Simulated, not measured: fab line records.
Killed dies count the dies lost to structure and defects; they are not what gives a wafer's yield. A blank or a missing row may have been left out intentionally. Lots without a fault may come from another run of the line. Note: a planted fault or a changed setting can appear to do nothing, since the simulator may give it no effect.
fab line records	flow gf180mcu
record lots=6	wafers=18	lastDay=33
route steps=602 shown V1@351 M2@362
lots that met no fault: taken from a fault-free run of the same line
startH: hours from the record's opening day to when the first of the lot's shown wafers began	waitH: hours since the lot's step before	" repeats the value in the row above	L1.1+2: several wafers, shown together as one row	- no value, or no start was given	* or withheld: withheld	< > ~ a bound
route shown NAME@n: names a module that has steps shown in the file, with the first one's number in the route	usual: the fault-free wafers' mean and standard deviation	same: alike in all rows	chamber/n: place in a boat	sites: each site's reading	_std_site: their standard deviation	_edge_site: the outer-site mean with the inner-site mean subtracted	radiusMm: how far each site lies from the wafer's centre	mask NAME#n: copy n	behind: the most recent tool/chamber to have shaped the wafer	hold: what put the lot on hold/how long, in hours/how the hold closed	device: the n, p or np transistor that did not switch	end of line: tests run on the same wafers once the route is complete	for a step that has no rows: nothing shown but its recipe	killed: dies lost to structure and defects at the first sort, not the wafer's yield	map: a wafer's dies, x killed, . not, _ none there
set.NAME: the run value of the setting; set.NAME@STEP: its run value at that earlier step	model.NAME: the simulator's own value behind a step, which no gauge read
lots seen at some steps along the route; tables by step, rows by wafer
services: when a tool's chamber went out of use (startH, in hours from the record's first day, below 0 if earlier), for how many hours, and the reason
## steps
# step GF_V1_ETCH_16
# recipe chemistry=N2/H2	targetDepthA=withheld	overetchA=withheld	timeS=withheld	target=BARC	ionEnergyEv=200	sourceW=500	biasW=100	pressureMtorr=30	n2FlowSccm=100	h2FlowSccm=200
# usual drypumpMotorCurrentA=5.7/0.37	oesProductAu=0.855/0.0045	throttleValvePct=13.225/0.0096
lot.wafer	tool	chamber	startH	waitH	drypumpMotorCurrentA	oesProductAu	throttleValvePct
L875.4	rieDiel-03	1	457.73	0.0	5.5	0.856	13.226
L875.5	"	3	"	"	5.2	0.855	13.225
L875.6	"	2	"	"	5.3	0.862	13.227
L882.1	rieDiel-02	2	511.66	0.0	5.6	0.858	13.225
L882.2	"	3	"	"	6.0	0.850	13.233
L882.5	"	0	"	"	6.1	0.857	13.216
L884.1	rieDiel-03	1	527.02	0.0	5.5	0.858	13.226
L884.2	"	0	"	"	5.4	0.862	13.224
L884.5	"	2	"	"	5.4	0.842	13.221
L885.1	rieDiel-04	0	539.02	0.0	5.6	0.856	13.207
L885.2	"	2	"	"	5.6	0.855	13.230
L885.4	"	1	"	"	6.5	0.850	13.207
L886.3	rieDiel-02	3	542.16	0.0	6.0	0.854	13.227
L886.5	"	3	"	"	6.0	0.859	13.215
L886.6	"	0	"	"	6.0	0.850	13.217
L889.1	rieDiel-02	1	564.82	0.0	5.9	0.858	13.221
L889.2	"	0	"	"	6.0	0.862	13.226
L889.4	"	3	"	"	6.0	0.852	13.223
# step GF_V1_ETCH_17
# recipe chemistry=C4F8/O2/Ar	maskMaterial=KrF	target=SiO2	stopOn=TiN	sourceW=1500	biasW=1200	pressureMtorr=40	c4f8FlowSccm=withheld	O2_flow_sccm=6	Ar_flow_sccm=300	timeS=withheld	targetDepthA=6300
# usual oesProductAu=0.855/0.0048
lot.wafer	tool	chamber	startH	waitH	oesProductAu
L875.4	rieDiel-03	1	-	-	0.863
L875.5	"	3	"	"	0.847
L875.6	"	2	"	"	0.861
L882.1	rieDiel-02	2	-	-	0.862
L882.2	"	3	"	"	0.858
L882.5	"	0	"	"	0.848
L884.1	rieDiel-03	1	-	-	0.870
L884.2	"	0	"	"	0.847
L884.5	"	2	"	"	0.859
L885.1	rieDiel-04	0	-	-	0.859
L885.2	"	2	"	"	0.856
L885.4	"	1	"	"	0.859
L886.3	rieDiel-02	3	-	-	0.853
L886.5	"	3	"	"	0.853
L886.6	"	0	"	"	0.859
L889.1	rieDiel-02	1	-	-	0.857
L889.2	"	0	"	"	0.851
L889.4	"	3	"	"	0.852
# step GF_V1_STRIP_18
# recipe chemistry=O2/N2	powerW=1400	pressureMtorr=1500	platenTempC=250	o2FlowSccm=3000	n2FlowSccm=300	overashFraction=0.5
# step GF_V1_STRIP_19
# recipe chemistry=postEtchResidueRemover	timeS=1200	tempC=72.5
# step GF_V1_CLEAN_20
# recipe chemistry=DIW	dry=n2Spin
# step GF_V1_SPUTTER_21
# recipe material=Ti	targetThkNm=15	chamberPressurePa=5	powerW=2500	substrateTempC=200	timeS=80.02
# step GF_V1_SPUTTER_22
# recipe material=TiN	targetThkNm=10	chamberPressurePa=5	powerW=4000	timeS=40
# usual cathodeDcPowerW=4000.1/0.75	chamberPressurePa=4.999/0.01	throttleValvePct=30.1/0.97
lot.wafer	tool	chamber	startH	waitH	cathodeDcPowerW	chamberPressurePa	throttleValvePct
L875.4	pvdSputter-02	-	458.45	0.0	3998.6	5.000	29.3
L875.5	"	-	"	"	4000.6	5.020	29.3
L875.6	"	-	"	"	4001.5	5.000	30.2
L882.1	pvdSputter-04	-	512.38	0.0	4000.2	4.987	31.9
L882.2	"	-	"	"	3998.9	4.990	29.3
L882.5	"	-	"	"	3998.8	4.997	32.0
L884.1	pvdSputter-02	-	527.75	0.0	3998.6	4.992	29.2
L884.2	"	-	"	"	4000.9	5.006	29.1
L884.5	"	-	"	"	4000.6	4.986	29.1
L885.1	pvdSputter-04	-	539.84	0.0	3999.0	4.994	29.7
L885.2	"	-	"	"	4001.2	4.991	28.9
L885.4	"	-	"	"	3999.8	4.988	31.9
L886.3	pvdSputter-02	-	542.88	0.0	4001.5	5.000	30.1
L886.5	"	-	"	"	3998.5	5.006	30.5
L886.6	"	-	"	"	4000.3	5.010	29.2
L889.1	pvdSputter-04	-	565.59	0.0	4000.0	5.001	29.6
L889.2	"	-	"	"	4000.9	4.991	31.5
L889.4	"	-	"	"	4000.7	5.006	29.1
# step GF_V1_CVD_23
# recipe material=W	targetThkNm=350	timeS=105.05	tempC=400	pressureTorr=40
# usual heaterPowerW=798/87
lot.wafer	tool	chamber	startH	waitH	heaterPowerW
L875.4	cvdW-02	0	458.53	0.1	780
L875.5	"	1	"	"	686
L875.6	"	0	"	"	814
L882.1	cvdW-02	1	512.42	0.0	697
L882.2	"	0	"	"	793
L882.5	"	0	"	"	808
L884.1	cvdW-02	1	527.78	0.0	711
L884.2	"	0	"	"	815
L884.5	"	0	"	"	807
L885.1	cvdW-02	0	539.88	0.0	815
L885.2	"	1	"	"	689
L885.4	"	0	"	"	806
L886.3	cvdW-02	0	542.96	0.1	816
L886.5	"	1	"	"	689
L886.6	"	0	"	"	820
L889.1	cvdW-02	0	565.63	0.0	795
L889.2	"	1	"	"	703
L889.4	"	1	"	"	708
# step GF_V1_RS_MEAS_24
# recipe thkMeasGauge=four-point-probe	reads=W_of_V1_CVD_23+TiN_of_V1_SPUTTER_22+Ti_of_V1_SPUTTER_21
# usual V1_W_RS=0.328/0.0036
lot.wafer	tool	chamber	startH	waitH	V1_W_RS[ohm/sq]
L875.4	filmMetro-03	-	458.66	0.1	0.328
L875.5	"	-	"	"	0.333
L875.6	"	-	"	"	0.330
L882.1	filmMetro-03	-	512.53	0.1	0.328
L882.2	"	-	"	"	0.325
L882.5	"	-	"	"	0.322
L884.1	filmMetro-03	-	527.90	0.1	0.330
L884.2	"	-	"	"	0.328
L884.5	"	-	"	"	0.326
L885.1	filmMetro-04	-	539.99	0.1	0.327
L885.2	"	-	"	"	0.334
L885.4	"	-	"	"	0.330
L886.3	filmMetro-01	-	543.07	0.1	0.326
L886.5	"	-	"	"	0.335
L886.6	"	-	"	"	0.328
L889.1	filmMetro-04	-	565.74	0.1	0.327
L889.2	"	-	"	"	0.328
L889.4	"	-	"	"	0.327
# step GF_V1_THK_MEAS_25
# recipe thkMeasGauge=xrf	reads=W_of_V1_CVD_23
# usual V1_W_THK=340/6.2
lot.wafer	tool	chamber	startH	waitH	V1_W_THK[nm]
L875.4	filmMetro-03	-	458.75	0.1	345
L875.5	"	-	"	"	338
L875.6	"	-	"	"	342
L882.1	filmMetro-03	-	512.65	0.1	341
L882.2	"	-	"	"	346
L882.5	"	-	"	"	347
L884.1	filmMetro-03	-	528.02	0.1	340
L884.2	"	-	"	"	341
L884.5	"	-	"	"	346
L885.1	filmMetro-04	-	540.11	0.1	330
L885.2	"	-	"	"	326
L885.4	"	-	"	"	330
L886.3	filmMetro-01	-	543.17	0.1	338
L886.5	"	-	"	"	332
L886.6	"	-	"	"	338
L889.1	filmMetro-04	-	565.86	0.1	336
L889.2	"	-	"	"	333
L889.4	"	-	"	"	336
# step GF_V1_CMP_26
# recipe stopOn=SiO2	downForcePsi=3.5	platenRpm=60	tOverpolishS=15	targetThkNm=0	padVelocityMS=0.94248
# step GF_M2_SPUTTER_00
# recipe material=Ti	targetThkNm=37.5	arrivingIonEnergyEv=80	substrateTempC=200	chamberPressurePa=2	powerW=4000	timeS=150
# step GF_M2_SPUTTER_01
# recipe material=TiN	targetThkNm=30	powerW=6500	timeS=25	chamberPressurePa=0.4
# usual cathodeDcPowerW=6500.1/1.3	chamberPressurePa=0.4000/0.00075	throttleValvePct=30.0/1.1
lot.wafer	tool	chamber	startH	waitH	cathodeDcPowerW	chamberPressurePa	throttleValvePct
L875.4	pvdSputter-04	-	459.18	0.1	6498.7	0.4010	31.9
L875.5	"	-	"	"	6499.7	0.3991	31.1
L875.6	"	-	"	"	6500.6	0.4002	29.2
L882.1	pvdSputter-03	-	513.11	0.1	6500.9	0.4002	30.8
L882.2	"	-	"	"	6500.0	0.4017	29.1
L882.5	"	-	"	"	6499.8	0.4003	29.0
L884.1	pvdSputter-03	-	528.48	0.1	-	-	-
L884.2	"	-	"	"	-	-	-
L884.5	"	-	"	"	-	-	-
L885.1	pvdSputter-03	-	540.57	0.1	-	-	-
L885.2	"	-	"	"	-	-	-
L885.4	"	-	"	"	-	-	-
L886.3	pvdSputter-04	-	543.77	0.1	6499.5	0.3994	31.1
L886.5	"	-	"	"	6497.6	0.4015	29.1
L886.6	"	-	"	"	6500.3	0.3987	31.2
L889.1	pvdSputter-03	-	566.32	0.1	6501.3	0.3998	30.9
L889.2	"	-	"	"	6500.2	0.4008	28.6
L889.4	"	-	"	"	6499.7	0.4014	28.9
# step GF_M2_SPUTTER_02
# recipe material=AlCu	targetThkNm=450	powerW=10600	timeS=23.9	chamberPressurePa=0.4
# usual cathodeDcPowerW=10600/2	chamberPressurePa=0.4000/0.00068	throttleValvePct=30.0/1.1
lot.wafer	tool	chamber	startH	waitH	cathodeDcPowerW	chamberPressurePa	throttleValvePct
L875.4	pvdSputter-04	-	459.21	0.0	10601	0.4001	32.0
L875.5	"	-	"	"	10603	0.4004	31.1
L875.6	"	-	"	"	10597	0.3993	29.1
L882.1	pvdSputter-03	-	513.14	0.0	10601	0.3996	31.0
L882.2	"	-	"	"	10598	0.3998	28.9
L882.5	"	-	"	"	10598	0.4010	28.9
L884.1	pvdSputter-03	-	528.51	0.0	10598	0.3990	28.9
L884.2	"	-	"	"	10599	0.4010	31.0
L884.5	"	-	"	"	10602	0.3999	30.7
L885.1	pvdSputter-03	-	540.60	0.0	10600	0.3996	28.8
L885.2	"	-	"	"	10601	0.4006	30.9
L885.4	"	-	"	"	10602	0.4006	29.4
L886.3	pvdSputter-04	-	543.80	0.0	10600	0.4000	31.2
L886.5	"	-	"	"	10599	0.3988	29.3
L886.6	"	-	"	"	10599	0.4004	31.1
L889.1	pvdSputter-03	-	566.35	0.0	10599	0.4015	31.2
L889.2	"	-	"	"	10601	0.4003	28.8
L889.4	"	-	"	"	10602	0.3994	28.9
# step GF_M2_SPUTTER_03
# recipe material=Ti	targetThkNm=10	substrateTempC=300	chamberPressurePa=0.3	powerW=3000	timeS=6.7
# step GF_M2_SPUTTER_04
# recipe material=TiN	targetThkNm=50	powerW=6500	timeS=41.7	chamberPressurePa=0.4
# step GF_M2_DEHYDRATE_07
# recipe tempC=200	timeS=60
# step GF_M2_HMDS_08
# recipe primeTimeS=60	primeTempC=120
# step GF_M2_COAT_09
# recipe resist=KrF	spinRpm=withheld	resistThkNm=1000
# step GF_M2_SOFTBAKE_10
# recipe tempC=130	timeS=60	resist=KrF
# step GF_M2_EXPOSE_11
# recipe maskId=Metal2	targetCdNm=280	na=0.68	sourceShape=conventional	sigmaOuter=0.6	doseMj=28
# step GF_M2_PEB_12
# recipe pebTempC=135	pebTimeS=90	resist=KrF
# step GF_M2_DEVELOP_13
# recipe developTimeS=60	devTempC=21
# step GF_M2_CD_MEAS_14
# recipe targetCdNm=280
# usual cdNm=280.2/1.2
lot.wafer	tool	chamber	startH	waitH	cdNm
L875.4	cdSem-01	-	483.56	0.1	279.1
L875.5	"	-	"	"	280.3
L875.6	"	-	"	"	279.5
L882.1	cdSem-02	-	535.12	0.1	279.4
L882.2	"	-	"	"	279.3
L882.5	"	-	"	"	280.5
L884.1	cdSem-01	-	549.27	0.1	277.7
L884.2	"	-	"	"	279.0
L884.5	"	-	"	"	278.4
L885.1	cdSem-02	-	561.52	0.1	277.6
L885.2	"	-	"	"	278.5
L885.4	"	-	"	"	278.1
L886.3	cdSem-01	-	565.46	0.1	279.3
L886.5	"	-	"	"	278.0
L886.6	"	-	"	"	279.2
L889.1	cdSem-02	-	587.67	0.1	280.5
L889.2	"	-	"	"	281.5
L889.4	"	-	"	"	280.4
# step GF_M2_OVL_MEAS_15
# usual M2_OVL=4/6.1
lot.wafer	tool	chamber	startH	waitH	M2_OVL[nm]
L875.4	overlay-01	-	483.64	0.1	8
L875.5	"	-	"	"	3
L875.6	"	-	"	"	2
L882.1	overlay-02	-	535.24	0.1	7
L882.2	"	-	"	"	9
L882.5	"	-	"	"	6
L884.1	overlay-01	-	549.39	0.1	3
L884.2	"	-	"	"	-4
L884.5	"	-	"	"	-3
L885.1	overlay-01	-	561.64	0.1	5
L885.2	"	-	"	"	-7
L885.4	"	-	"	"	-5
L886.3	overlay-01	-	565.55	0.1	1
L886.5	"	-	"	"	4
L886.6	"	-	"	"	-5
L889.1	overlay-01	-	587.79	0.1	-1
L889.2	"	-	"	"	-6
L889.4	"	-	"	"	3
# step GF_M2_METAL_ETCH_16
# recipe chemistry=Cl2/BCl3	maskMaterial=KrF	targetDepthNm=627.5	stopOn=SiO2	pressureMtorr=8	icpW=800	biasW=140	Cl2_flow_sccm=80	bcl3FlowSccm=40	timeS=104.6
# usual bcl3FlowSccm=40.00/0.12	drypumpMotorCurrentA=5.6/0.43	oesProductAu=0.971/0.0061	throttleValvePct=28.252/0.01
lot.wafer	tool	chamber	startH	waitH	bcl3FlowSccm	drypumpMotorCurrentA	oesProductAu	rfHoursCounterH	throttleValvePct
L875.4	rieMetal-04	1	483.77	0.1	39.91	5.5	0.973	-	28.253
L875.5	"	1	"	"	39.94	5.5	0.964	-	28.261
L875.6	"	1	"	"	39.88	5.5	0.963	-	28.251
L882.1	rieMetal-02	0	535.27	0.0	40.04	6.5	0.967	12	28.270
L882.2	"	1	"	"	40.01	5.7	0.965	9	28.269
L882.5	"	1	"	"	40.04	5.7	0.965	-	28.266
L884.1	rieMetal-02	1	549.42	0.0	39.85	5.7	0.950	9	28.278
L884.2	"	1	"	"	40.06	5.7	0.938	-	28.280
L884.5	"	1	"	"	40.10	5.7	0.943	-	28.286
L885.1	rieMetal-03	0	561.67	0.0	40.17	5.3	0.937	1	28.294
L885.2	"	1	"	"	39.97	5.4	0.937	0	28.283
L885.4	"	0	"	"	40.19	5.3	0.935	-	28.296
L886.3	rieMetal-04	0	565.61	0.1	39.90	5.0	0.977	-	28.249
L886.5	"	1	"	"	40.04	5.5	0.962	-	28.255
L886.6	"	0	"	"	39.92	5.0	0.965	-	28.264
L889.1	rieMetal-04	1	587.82	0.0	39.96	5.5	0.978	11	28.253
L889.2	"	0	"	"	40.02	5.0	0.971	3	28.240
L889.4	"	1	"	"	39.97	5.5	0.978	-	28.240
# step GF_M2_STRIP_17
# recipe chemistry=O2/N2	powerW=1400	pressureMtorr=1500	platenTempC=250	o2FlowSccm=3000	n2FlowSccm=300	overashFraction=0.5
## services
tool	chamber	startH	hours	kind
rieMetal-02	-	437.02	1.4	pm
rieDiel-02	1	450.88	12.3	repair
rieDiel-03	3	458.75	7.5	repair
rieDiel-03	-	460.73	0.5	repair
rieMetal-02	1	462.32	2.3	repair
rieMetal-04	0	470.82	-	clean
rieMetal-04	0	470.82	19.8	scheduledDown
pvdSputter-03	0	483.83	-	consumableReplace:kit
pvdSputter-03	0	483.83	18.0	scheduledDown
pvdSputter-03	0	483.83	18.0	ventCycle
rieDiel-03	1	494.63	4.1	repair
rieDiel-03	2	498.71	-	clean
rieDiel-03	2	498.71	18.3	scheduledDown
rieDiel-03	2	498.71	18.3	ventCycle
pvdSputter-03	-	506.28	1.1	repair
rieDiel-02	1	508.66	14.4	repair
rieDiel-04	2	509.99	8.1	repair
pvdSputter-02	-	511.00	6.4	repair
rieMetal-03	-	517.22	28.1	pm
rieDiel-04	3	535.66	4.5	repair
cvdW-02	0	546.67	2.4	repair
rieDiel-03	-	567.07	0.7	repair
rieMetal-02	-	575.58	1.1	repair
rieDiel-03	1	575.90	5.7	repair
## key
firstSign step=GF_M2_SPUTTER_01	reading=toolRecord	direction=missing
effect step=GF_M2_METAL_ETCH_16	reading=oesProductAu	direction=down	sigmas=4.9	usual=0.971	struck=0.940
metAt GF_M2_SPUTTER_01
struckWafers L884.1,L884.2,L884.5,L885.1,L885.2,L885.4
laterRowsLeftOut L884.1,L884.2,L884.5,L885.1,L885.2,L885.4
sortLeftOut L884.1,L884.2,L884.5,L885.1,L885.2,L885.4
onsetBetween 513.11 528.48
fault kind=skippedStepWhole	tool=pvdSputter-03	chamber=-	onsetH=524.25	steps=GF_M2_SPUTTER_01	scope=struckLotsOnly
# sortLeftOut: the simulated sort isn't trusted on such a fault, so these wafers' sort isn't shown, and their yield isn't known
# laterRowsLeftOut: the simulator's readings of these wafers behind a module that went badly wrong aren't trusted and aren't shown, but for the sort
